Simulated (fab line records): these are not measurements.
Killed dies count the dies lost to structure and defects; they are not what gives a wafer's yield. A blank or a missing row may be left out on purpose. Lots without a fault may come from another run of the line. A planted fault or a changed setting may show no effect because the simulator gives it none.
fab line records -- flow gf180mcu
record lots=13, wafers=39, last-day=34
route steps=602 shown VT_IMPLANT@120 DUAL_GATE@144
lots untouched by any fault: they come from a run of this same line in which no faults occurred
start-h: the number of hours between the record's first day and the start of the first shown wafer of the lot -- wait-h: hours elapsed since this lot's preceding step -- " identical to the entry in the row above -- L1.1+2: a row that stands for several wafers -- - no value, or no start was given -- * or withheld: withheld -- < > ~ a bound
route shown NAME@n: names a module that has steps shown in the file, with the first one's number in the route -- usual: mean and standard deviation over wafers with no fault -- same: alike in all rows -- chamber/n: place in a boat -- sites: per-site readings -- _std_site: standard deviation of those values -- _edge_site: inner sites' mean taken away from outer sites' mean -- radius-mm: for every site, how far away it sits from the centre of the wafer -- mask NAME#n: copy n -- behind: tool/chamber where the wafer was last shaped -- hold: why the lot went on hold/how many hours it stayed there/how the hold came to an end -- device: transistor that didn't switch, given as n, p or np -- end of line: at the end of the route, the tests of the same wafers -- where a step has no rows: the recipe by itself -- killed: dies lost to structure and defects at the first sort, not the wafer's yield -- map: shows each die of a wafer: x if killed, . if not, _ if none is there
set.NAME: setting as actually run; set.NAME@STEP: the setting as run at that earlier step -- model.NAME: the simulator's own value behind a step, which no gauge read
steps of the route over a sample of lots; a table a step, a row a wafer
services: a tool's chamber out of use, with start hour (start-h, from the record's first day; less than 0 if before it), hours out, and reason
## steps
# step GF_VT_IMPLANT_IMPLANT_30
# recipe species=B, energy-kev=25, dose-cm2=2.534e+12, tilt-deg=7
# usual dose-ions-cm2=2.534e+12/3.1e+09, faraday-current-uA=14.2/0.33
# same implant-ion-amu=11
lot.wafer,tool,chamber,start-h,wait-h,dose-ions-cm2,faraday-current-uA
L435.1,implanter-03,0,138.50,0.0,2.532e+12,13.8
L435.3,implanter-03,0,138.50,0.0,2.533e+12,14.1
L435.4,implanter-03,0,138.50,0.0,2.53e+12,14.5
L436.3,implanter-02,0,152.46,0.1,2.539e+12,14.2
L436.4,implanter-02,0,152.46,0.1,2.539e+12,14.0
L436.6,implanter-02,0,152.46,0.1,2.537e+12,14.4
L437.2,implanter-02,0,155.42,0.0,2.538e+12,13.8
L437.3,implanter-02,0,155.42,0.0,2.531e+12,14.5
L437.5,implanter-02,0,155.42,0.0,2.532e+12,14.4
L438.2,implanter-02,0,164.03,0.0,2.534e+12,14.1
L438.4,implanter-02,0,164.03,0.0,2.538e+12,14.1
L438.5,implanter-02,0,164.03,0.0,2.54e+12,14.1
L439.2,implanter-02,0,168.27,0.0,4.332e+12,24.8
L439.3,implanter-02,0,168.27,0.0,4.324e+12,25.0
L439.4,implanter-02,0,168.27,0.0,4.326e+12,24.9
L442.1,implanter-02,0,188.40,0.0,4.327e+12,25.0
L442.4,implanter-02,0,188.40,0.0,4.33e+12,24.5
L442.5,implanter-02,0,188.40,0.0,4.325e+12,24.1
L449.4,implanter-01,0,231.01,0.1,2.53e+12,14.3
L449.5,implanter-01,0,231.01,0.1,2.533e+12,14.4
L449.6,implanter-01,0,231.01,0.1,2.535e+12,15.0
L451.1,implanter-03,0,245.55,0.0,2.53e+12,14.5
L451.2,implanter-03,0,245.55,0.0,2.54e+12,14.2
L451.5,implanter-03,0,245.55,0.0,2.532e+12,14.0
L452.2,implanter-02,0,252.47,0.0,2.535e+12,14.6
L452.5,implanter-02,0,252.47,0.0,2.532e+12,13.8
L452.6,implanter-02,0,252.47,0.0,2.535e+12,13.9
L453.3,implanter-01,0,264.60,0.1,2.533e+12,14.7
L453.5,implanter-01,0,264.60,0.1,2.532e+12,14.3
L453.6,implanter-01,0,264.60,0.1,2.531e+12,14.4
L454.1,implanter-03,0,269.75,0.0,2.537e+12,13.6
L454.3,implanter-03,0,269.75,0.0,2.535e+12,14.4
L454.4,implanter-03,0,269.75,0.0,2.536e+12,13.9
L455.1,implanter-01,0,271.95,0.0,2.535e+12,14.1
L455.3,implanter-01,0,271.95,0.0,2.54e+12,14.1
L455.6,implanter-01,0,271.95,0.0,2.535e+12,13.8
L457.1,implanter-03,0,284.38,0.0,2.533e+12,13.6
L457.2,implanter-03,0,284.38,0.0,2.534e+12,14.3
L457.3,implanter-03,0,284.38,0.0,2.535e+12,14.8
# step GF_VT_IMPLANT_TW_MEAS_32
# usual VT_IMPLANT_3_TW=269.0/1.3
lot.wafer,tool,chamber,start-h,wait-h,VT_IMPLANT_3_TW
L435.1,film-metro-03,-,138.75,0.1,269.3
L435.3,film-metro-03,-,138.75,0.1,270.5
L435.4,film-metro-03,-,138.75,0.1,268.6
L436.3,film-metro-01,-,152.68,0.1,271.8
L436.4,film-metro-01,-,152.68,0.1,271.4
L436.6,film-metro-01,-,152.68,0.1,270.1
L437.2,film-metro-01,-,155.66,0.1,271.1
L437.3,film-metro-01,-,155.66,0.1,271.5
L437.5,film-metro-01,-,155.66,0.1,270.9
L438.2,film-metro-04,-,164.26,0.1,269.6
L438.4,film-metro-04,-,164.26,0.1,271.3
L438.5,film-metro-04,-,164.26,0.1,268.9
L439.2,film-metro-01,-,168.51,0.1,316.1
L439.3,film-metro-01,-,168.51,0.1,315.4
L439.4,film-metro-01,-,168.51,0.1,314.6
L442.1,film-metro-04,-,188.65,0.1,315.1
L442.4,film-metro-04,-,188.65,0.1,314.8
L442.5,film-metro-04,-,188.65,0.1,316.0
L449.4,film-metro-03,-,231.21,0.1,266.9
L449.5,film-metro-03,-,231.21,0.1,267.8
L449.6,film-metro-03,-,231.21,0.1,269.0
L451.1,film-metro-03,-,245.80,0.1,268.6
L451.2,film-metro-03,-,245.80,0.1,270.0
L451.5,film-metro-03,-,245.80,0.1,268.6
L452.2,film-metro-03,-,252.71,0.1,269.8
L452.5,film-metro-03,-,252.71,0.1,268.8
L452.6,film-metro-03,-,252.71,0.1,269.3
L453.3,film-metro-03,-,264.82,0.1,268.6
L453.5,film-metro-03,-,264.82,0.1,269.0
L453.6,film-metro-03,-,264.82,0.1,269.7
L454.1,film-metro-01,-,270.00,0.1,271.1
L454.3,film-metro-01,-,270.00,0.1,270.1
L454.4,film-metro-01,-,270.00,0.1,269.7
L455.1,film-metro-04,-,272.20,0.1,267.5
L455.3,film-metro-04,-,272.20,0.1,267.2
L455.6,film-metro-04,-,272.20,0.1,266.8
L457.1,film-metro-01,-,284.63,0.1,268.7
L457.2,film-metro-01,-,284.63,0.1,269.1
L457.3,film-metro-01,-,284.63,0.1,270.0
# step GF_DUAL_GATE_THK_MEAS_03
# recipe reads=SiO2_of_DUAL_GATE_OXIDATION_02
# usual DUAL_GATE_OXIDATION_00_THK=10.88/0.24
lot.wafer,tool,chamber,start-h,wait-h,DUAL_GATE_OXIDATION_00_THK[nm]
L435.1,film-metro-01,-,157.84,0.0,10.80
L435.3,film-metro-01,-,157.84,0.0,10.78
L435.4,film-metro-01,-,157.84,0.0,10.86
L436.3,film-metro-01,-,171.07,0.0,10.15
L436.4,film-metro-01,-,171.07,0.0,10.30
L436.6,film-metro-01,-,171.07,0.0,10.47
L437.2,film-metro-04,-,174.81,0.0,10.71
L437.3,film-metro-04,-,174.81,0.0,10.60
L437.5,film-metro-04,-,174.81,0.0,10.71
L438.2,film-metro-02,-,182.97,0.0,10.79
L438.4,film-metro-02,-,182.97,0.0,10.91
L438.5,film-metro-02,-,182.97,0.0,11.13
L439.2,film-metro-04,-,188.31,0.0,11.00
L439.3,film-metro-04,-,188.31,0.0,11.12
L439.4,film-metro-04,-,188.31,0.0,11.21
L442.1,film-metro-02,-,208.63,0.0,10.81
L442.4,film-metro-02,-,208.63,0.0,11.02
L442.5,film-metro-02,-,208.63,0.0,10.78
L449.4,film-metro-02,-,251.35,0.0,10.86
L449.5,film-metro-02,-,251.35,0.0,10.88
L449.6,film-metro-02,-,251.35,0.0,10.83
L451.1,film-metro-02,-,267.96,0.0,11.33
L451.2,film-metro-02,-,267.96,0.0,11.25
L451.5,film-metro-02,-,267.96,0.0,11.31
L452.2,film-metro-02,-,274.54,0.0,10.87
L452.5,film-metro-02,-,274.54,0.0,10.80
L452.6,film-metro-02,-,274.54,0.0,10.79
L453.3,film-metro-04,-,287.05,0.0,10.71
L453.5,film-metro-04,-,287.05,0.0,10.75
L453.6,film-metro-04,-,287.05,0.0,10.53
L454.1,film-metro-04,-,292.48,0.0,11.02
L454.3,film-metro-04,-,292.48,0.0,10.84
L454.4,film-metro-04,-,292.48,0.0,11.07
L455.1,film-metro-04,-,296.82,0.0,11.28
L455.3,film-metro-04,-,296.82,0.0,11.32
L455.6,film-metro-04,-,296.82,0.0,11.16
L457.1,film-metro-04,-,307.08,0.0,10.87
L457.2,film-metro-04,-,307.08,0.0,10.63
L457.3,film-metro-04,-,307.08,0.0,10.93
# step GF_DUAL_GATE_OVL_MEAS_11
# usual DUAL_GATE_OVL=-1.8/1.2
lot.wafer,tool,chamber,start-h,wait-h,DUAL_GATE_OVL[nm]
L435.1,overlay-02,-,173.66,0.1,-2.3
L435.3,overlay-02,-,173.66,0.1,-1.9
L435.4,overlay-02,-,173.66,0.1,-2.9
L436.3,overlay-01,-,187.86,0.1,-2.7
L436.4,overlay-01,-,187.86,0.1,-2.9
L436.6,overlay-01,-,187.86,0.1,-1.8
L437.2,overlay-01,-,190.94,0.1,-1.4
L437.3,overlay-01,-,190.94,0.1,-2.7
L437.5,overlay-01,-,190.94,0.1,-1.2
L438.2,overlay-01,-,199.07,0.1,0.3
L438.4,overlay-01,-,199.07,0.1,1.6
L438.5,overlay-01,-,199.07,0.1,0.0
L439.2,overlay-01,-,205.37,0.1,-2.5
L439.3,overlay-01,-,205.37,0.1,-2.0
L439.4,overlay-01,-,205.37,0.1,0.7
L442.1,overlay-01,-,226.06,0.1,-2.3
L442.4,overlay-01,-,226.06,0.1,-2.4
L442.5,overlay-01,-,226.06,0.1,-2.0
L449.4,overlay-01,-,270.25,0.1,-2.2
L449.5,overlay-01,-,270.25,0.1,-0.4
L449.6,overlay-01,-,270.25,0.1,-2.0
L451.1,overlay-02,-,287.11,0.1,-1.6
L451.2,overlay-02,-,287.11,0.1,-1.4
L451.5,overlay-02,-,287.11,0.1,-1.9
L452.2,overlay-02,-,294.59,0.1,-1.0
L452.5,overlay-02,-,294.59,0.1,-0.6
L452.6,overlay-02,-,294.59,0.1,-1.7
L453.3,overlay-01,-,306.59,0.1,-2.8
L453.5,overlay-01,-,306.59,0.1,-3.6
L453.6,overlay-01,-,306.59,0.1,-1.7
L454.1,overlay-01,-,312.93,0.1,-3.2
L454.3,overlay-01,-,312.93,0.1,-2.9
L454.4,overlay-01,-,312.93,0.1,-2.7
L455.1,overlay-02,-,316.86,0.1,-1.1
L455.3,overlay-02,-,316.86,0.1,-1.7
L455.6,overlay-02,-,316.86,0.1,-1.2
L457.1,overlay-02,-,327.39,0.1,-2.0
L457.2,overlay-02,-,327.39,0.1,-1.7
L457.3,overlay-02,-,327.39,0.1,-3.7
# step GF_DUAL_GATE_STRIP_13
# recipe chemistry=O2/N2, power-w=1400, pressure-mtorr=1500, platen-temp-c=250, o2-flow-sccm=3000, n2-flow-sccm=300, overash-fraction=0.5
# usual chamber-pressure-mTorr=1499.9/1.4, drypump-motor-current-A=5.3/0.47, heater-power-w=349/33, oes-product-au=0.716/0.0045, strip-time-to-endpoint-s=12.63/0.036
lot.wafer,tool,chamber,start-h,wait-h,chamber-pressure-mTorr,drypump-motor-current-A,heater-power-w,oes-product-au,rf-hours-counter-h,strip-time-to-endpoint-s
L435.1,plasma-asher-04,1,173.78,0.0,1499.8,4.9,318,0.723,53,12.65
L435.3,plasma-asher-04,0,173.78,0.0,1499.4,6.5,311,0.716,-,12.65
L435.4,plasma-asher-04,1,173.78,0.0,1498.5,4.9,325,0.716,-,12.70
L436.3,plasma-asher-04,1,188.00,0.0,1498.4,4.9,322,0.707,-,12.59
L436.4,plasma-asher-04,0,188.00,0.0,1499.9,6.5,305,0.716,-,12.56
L436.6,plasma-asher-04,1,188.00,0.0,1499.4,4.9,320,0.708,-,12.57
L437.2,plasma-asher-04,0,191.05,0.0,1501.1,6.5,316,0.714,55,12.63
L437.3,plasma-asher-04,0,191.05,0.0,1499.4,6.5,305,0.719,-,12.62
L437.5,plasma-asher-04,0,191.05,0.0,1499.7,6.5,302,0.719,-,12.63
L438.2,plasma-asher-02,0,199.18,0.0,1501.5,5.5,399,0.716,8,12.60
L438.4,plasma-asher-02,0,199.18,0.0,1499.8,5.5,393,0.717,-,12.62
L438.5,plasma-asher-02,1,199.18,0.0,1500.0,5.5,313,0.717,-,12.62
L439.2,plasma-asher-02,1,205.48,0.0,1498.9,5.5,328,0.718,8,12.65
L439.3,plasma-asher-02,0,205.48,0.0,1498.9,5.5,398,0.713,-,12.74
L439.4,plasma-asher-02,1,205.48,0.0,1500.3,5.5,334,0.713,-,12.69
L442.1,plasma-asher-02,0,226.26,0.0,1499.7,5.6,394,0.713,10,12.66
L442.4,plasma-asher-02,1,226.26,0.0,1498.9,5.5,327,0.715,-,12.66
L442.5,plasma-asher-02,1,226.26,0.0,1498.4,5.5,319,0.720,-,12.65
L449.4,plasma-asher-03,1,270.38,0.0,1499.4,5.0,376,0.706,-,12.65
L449.5,plasma-asher-03,0,270.38,0.0,1500.2,5.0,321,0.720,-,12.66
L449.6,plasma-asher-03,1,270.38,0.0,1499.6,5.0,377,0.728,-,12.67
L451.1,plasma-asher-03,1,287.23,0.0,1500.9,5.0,379,0.714,61,12.64
L451.2,plasma-asher-03,0,287.23,0.0,1500.0,5.0,328,0.718,61,12.63
L451.5,plasma-asher-03,1,287.23,0.0,1501.8,5.0,377,0.718,-,12.69
L452.2,plasma-asher-02,1,294.70,0.0,1501.2,5.5,320,0.723,18,12.61
L452.5,plasma-asher-02,0,294.70,0.0,1500.6,5.6,396,0.711,-,12.62
L452.6,plasma-asher-02,1,294.70,0.0,1500.3,5.5,317,0.723,-,12.66
L453.3,plasma-asher-04,1,306.74,0.0,1498.8,4.9,328,0.715,-,12.64
L453.5,plasma-asher-04,0,306.74,0.0,1500.1,6.5,310,0.722,-,12.62
L453.6,plasma-asher-04,1,306.74,0.0,1500.5,4.9,324,0.719,-,12.65
L454.1,plasma-asher-03,0,313.05,0.0,1500.9,5.0,330,0.719,64,12.63
L454.3,plasma-asher-03,0,313.05,0.0,1501.8,5.0,324,0.723,-,12.65
L454.4,plasma-asher-03,1,313.05,0.0,1498.5,5.0,371,0.718,-,12.63
L455.1,plasma-asher-03,1,316.98,0.0,1500.7,5.0,371,0.714,64,12.61
L455.3,plasma-asher-03,1,316.98,0.0,1501.6,5.0,370,0.715,-,12.60
L455.6,plasma-asher-03,1,316.98,0.0,1500.0,5.0,374,0.715,-,12.62
L457.1,plasma-asher-03,0,327.51,0.0,1502.4,5.0,336,0.713,65,12.61
L457.2,plasma-asher-03,1,327.51,0.0,1499.8,5.0,372,0.711,65,12.64
L457.3,plasma-asher-03,1,327.51,0.0,1498.1,5.0,382,0.714,-,12.61
## services
tool,chamber,start-h,hours,kind
plasma-asher-02,0,117.75,-,clean
plasma-asher-02,1,117.75,-,clean
plasma-asher-02,-,118.11,1.0,repair
plasma-asher-02,-,127.68,4.3,pm
plasma-asher-02,-,186.24,2.8,repair
plasma-asher-02,-,193.88,1.9,repair
plasma-asher-02,-,205.76,2.7,repair
implanter-03,-,206.26,3.6,pm
implanter-03,-,278.34,3.0,repair
implanter-01,-,301.12,0.6,repair
implanter-02,-,314.37,1.4,repair
implanter-01,-,319.48,4.9,pm
## key
first-sign step=GF_VT_IMPLANT_IMPLANT_30, reading=dose-ions-cm2, direction=up, sigmas=99+, usual=2.534e+12, struck=4.328e+12
effect step=GF_VT_IMPLANT_IMPLANT_30, reading=faraday-current-uA, direction=up, sigmas=32, usual=14.2, struck=24.7
effect step=GF_VT_IMPLANT_TW_MEAS_32, reading=VT_IMPLANT_3_TW, direction=up, sigmas=35, usual=269.0, struck=315.3
met-at GF_VT_IMPLANT_IMPLANT_30
struck-lots L439,L442
tester-left-out L439,L442
not-acting-at GF_DUAL_GATE_THK_MEAS_03,GF_DUAL_GATE_OVL_MEAS_11,GF_DUAL_GATE_STRIP_13
onset-between 164.03 168.27
fault kind=process-parameter-drift, tool=implanter-02, chamber=-, onset-h=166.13, steps=GF_VT_IMPLANT_IMPLANT_30, channel=dose-cm2, offset=1.7917e+12, shape=step, end-h=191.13, acts-in=these-recipes-only, stated=2.534e+12
# tester-left-out: of these lots the tester's yield and bins aren't shown, on N5 and GAA mostly nor the transistor test; their killed dies are dies lost to structure and defects alone, not to doping, threshold or leakage, so they don't give the yield
